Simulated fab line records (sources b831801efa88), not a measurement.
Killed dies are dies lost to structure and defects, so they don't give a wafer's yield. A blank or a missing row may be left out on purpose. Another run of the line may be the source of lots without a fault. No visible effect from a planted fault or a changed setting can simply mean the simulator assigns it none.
2 desks, one fault	flow sky130	numbers are kept per desk, each desk with only its own; the story behind them comes last

THE METROLOGY DESK
Means of the sampled wafers that have a number, per lot and without regard to the tool the lot ran on: this is what the gauges read. A lot is out of limits, marked OUT, if its mean lies more than 4 standard deviations from the usual mean; the brackets give that distance.
Columns: A = VIA1_HDPCVD_THK at SKY_VIA1_THK_MEAS_01, usual 1031 nm
lot	first seen here	A
L692	day 32 09:40	1039
L693	day 32 14:46	1023
L694	day 33 03:46	1035
L695	day 33 10:55	1032
L697	day 34 21:47	1037
L700	day 35 08:06	1030
L703	day 36 12:28	1011
L704	day 36 14:34	1029
L705	day 36 17:20	1041
L713	day 39 17:53	1022
L715	day 39 22:20	1024
L714	day 39 22:52	1041
This desk found nothing out of limits on any of the 12 lots.

FOR THE TOOL OWNER'S DESK: rie_metal-01
The tool's own readings at SKY_METAL2_ETCH_18 (etches BARC in N2/H2, stops on SiO2, time 45.9 s, target depth 60 nm): means of the sampled wafers that have a number, for each lot that ran on this tool. A lot is out of limits, marked OUT, if its mean lies more than 4 standard deviations from the usual mean; the brackets give that distance.
Columns: A = drypump_motor_current_A at SKY_METAL2_ETCH_18, usual 6.0 A; B = oes_product_au at SKY_METAL2_ETCH_18, usual 0.855 a.u.; C = rf_fwd_power_W at SKY_METAL2_ETCH_18, usual 496.3 W; D = throttle_valve_pct at SKY_METAL2_ETCH_18, usual 13.225 %
lot	first seen here	A	B	C	D
L692	day 34 16:59	6.4	0.853	496.2	13.232
L693	day 35 02:23	6.5	0.858	495.0	13.230
L694	day 35 10:59	6.4	0.852	497.9	13.223
L695	day 35 18:52	6.5	0.859	495.3	13.233
L697	day 37 02:41	6.4	0.853	496.8	13.226
L703	day 38 18:26	6.4	0.849	415.8 (-50) OUT	13.231
L705	day 38 23:23	6.5	0.854	415.4 (-51) OUT	13.222
L715	day 42 00:56	6.4	0.853	494.1	13.224
This desk's finding: out of limits on L703, L705; first on L703, day 38 18:26 (rf_fwd_power_W at SKY_METAL2_ETCH_18). In limits: L692, L693, L694, L695, L697, L715.

BROUGHT TOGETHER
An alarm could have come from the tool owner's desk at day 38 18:26, on L703, L705.
From the metrology desk's view, nothing was out of limits.
The metrology desk has L703, L705 on record, within its limits.
SKY_METAL2_ETCH_18 was run on rie_metal-01 by each of the lots named.

WHAT HAD BEEN PUT IN BY THE SIMULATOR
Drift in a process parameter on rie_metal-01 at SKY_METAL2_ETCH_18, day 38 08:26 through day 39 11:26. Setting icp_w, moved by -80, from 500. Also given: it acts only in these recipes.
Shown lots that were struck: L703, L705.
How many hours passed from the start of the fault until each desk's first out-of-limits reading: the tool owner's desk, 10.
